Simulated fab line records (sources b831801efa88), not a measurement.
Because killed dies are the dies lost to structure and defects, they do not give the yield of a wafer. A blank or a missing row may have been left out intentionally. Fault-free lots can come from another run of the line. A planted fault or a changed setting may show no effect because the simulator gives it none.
Comparing a struck lot with a sound one :: flow gf180mcu :: 17 out of 602 route steps
Sound: wafers L438.2, L438.5, L438.6. Struck: wafers L451.3, L451.4, L451.6. The cause is named last.
For every step that has rows: the tool of each side, followed by ch and its chambers, followed by its first start. Under that, the readings that differ: sound wafers :: struck wafers :: difference of the means :: sigmas: that difference in standard deviations of wafers without a fault.
alike: a reading whose means differ by less than 2 such deviations, as well as words and numbers matching on both sides. not compared: withheld readings; readings where some wafer has no value; bounds like >300 that might hide an equal value; numbers whose values overlap and for which the record gives no deviation.
Wherever a step has rows on one side only, a row that says differs or no value, or a row with sigmas, the two part there. Numbers that have no deviation but don't overlap get no sigmas and don't part them. A reading missing from all wafers of one side parts the sides only when that side holds two or more wafers.

GF_V5_ETCH_17: etches SiO2 in C4F8/O2/Ar, stops on TiN, target depth 855 nm.
  sound: rieDiel-04 ch 2,3; struck: rieDiel-04 ch 0,2,3
  alike: biasW, oesProductAu
GF_V5_STRIP_18: strips in O2/N2.
  sound on plasmaAsher-01 ch 0,1, day 27 23:14; struck on plasmaAsher-03 ch 0,1, day 31 20:30
  alike: drypumpMotorCurrentA, heaterPowerW, oesProductAu
  not compared: rfHoursCounterH
then, 2 steps without rows for these wafers: GF_V5_STRIP_19 (strips in post etch residue remover, time 1200 s); GF_V5_CLEAN_20 (cleans in DIW).
GF_V5_SPUTTER_21: material Ti, target thk 15 nm, time 80.02 s.
  sound on pvdSputter-01 at day 27 23:46; struck on pvdSputter-02 at day 31 21:00
  alike: substrateTempC, throttleValvePct
then, 1 step without rows for these wafers: GF_V5_SPUTTER_22 (material TiN, target thk 10 nm, time 40 s).
GF_V5_CVD_23: deposits W, target thk 350 nm, time 104.9 s.
  sound on cvdW-02 ch 0,1, day 27 23:52; struck on cvdW-01 ch 0,1, day 31 21:08
  alike: heaterPowerW, susceptorTempC
  not compared: sinceWetCleanH
GF_V5_RS_MEAS_24: uses a four-point probe to measure.
  sound on filmMetro-01 at day 28 00:00; struck on filmMetro-01 at day 31 21:15
  alike: V5_W_RS
GF_V5_THK_MEAS_25: measures by xrf.
  sound on filmMetro-01 at day 28 00:07; struck on filmMetro-01 at day 31 21:21
  alike: V5_W_THK
GF_V5_CMP_26: polishes, stops on SiO2, t overpolish 15 s, target thk 0 nm.
  sound on cmp-01 ch 0,1, day 28 00:10; struck on cmp-01 ch 2,3, day 31 21:23
  alike: motorCurrentA, overpolishRunS, platenRpm, slurryFilterDpKPa, timeToEndpointS
then, 2 steps without rows for these wafers: GF_TOP_METAL_SPUTTER_00 (material Ti, target thk 37.5 nm, time 150 s); GF_TOP_METAL_SPUTTER_01 (material TiN, target thk 30 nm, time 25 s).
GF_TOP_METAL_SPUTTER_02: material AlCu, target thk 900 nm, time 47.82 s.
  sound on pvdSputter-04 at day 28 00:35; struck on pvdSputter-04 at day 31 21:49
reading: model.AlCu_of_TOP_METAL_SPUTTER_02.thkNm (nm)
sound: 902.5 908.8 909.9
struck: 554.8 574.3 569.4
difference: -340.9
sigmas: 
  alike: substrateTempC, throttleValvePct
then, 2 steps without rows for these wafers: GF_TOP_METAL_SPUTTER_03 (material Ti, target thk 5 nm, time 3.3 s); GF_TOP_METAL_SPUTTER_04 (material TiN, target thk 25 nm, time 20.8 s).
GF_TOP_METAL_RS_MEAS_05: uses a four-point probe to measure.
  sound on filmMetro-02 at day 28 00:42; struck on filmMetro-02 at day 31 22:14
reading: TOP_METAL_ALCU_RS (ohm/sq)
sound: 0.0326 0.0325 0.0325
struck: 0.0535 0.0516 0.0520
difference: +0.0198
sigmas: +58
  not compared: hold
GF_PASSIVATION_PROBE_99:
  rows exist in the record for the sound wafers here (prober-01, day 29 17:07), none for the struck ones

WHERE THEY PART
Earliest at GF_TOP_METAL_RS_MEAS_05; latest, in this record, at GF_PASSIVATION_PROBE_99.

WHY: what the simulator had put in
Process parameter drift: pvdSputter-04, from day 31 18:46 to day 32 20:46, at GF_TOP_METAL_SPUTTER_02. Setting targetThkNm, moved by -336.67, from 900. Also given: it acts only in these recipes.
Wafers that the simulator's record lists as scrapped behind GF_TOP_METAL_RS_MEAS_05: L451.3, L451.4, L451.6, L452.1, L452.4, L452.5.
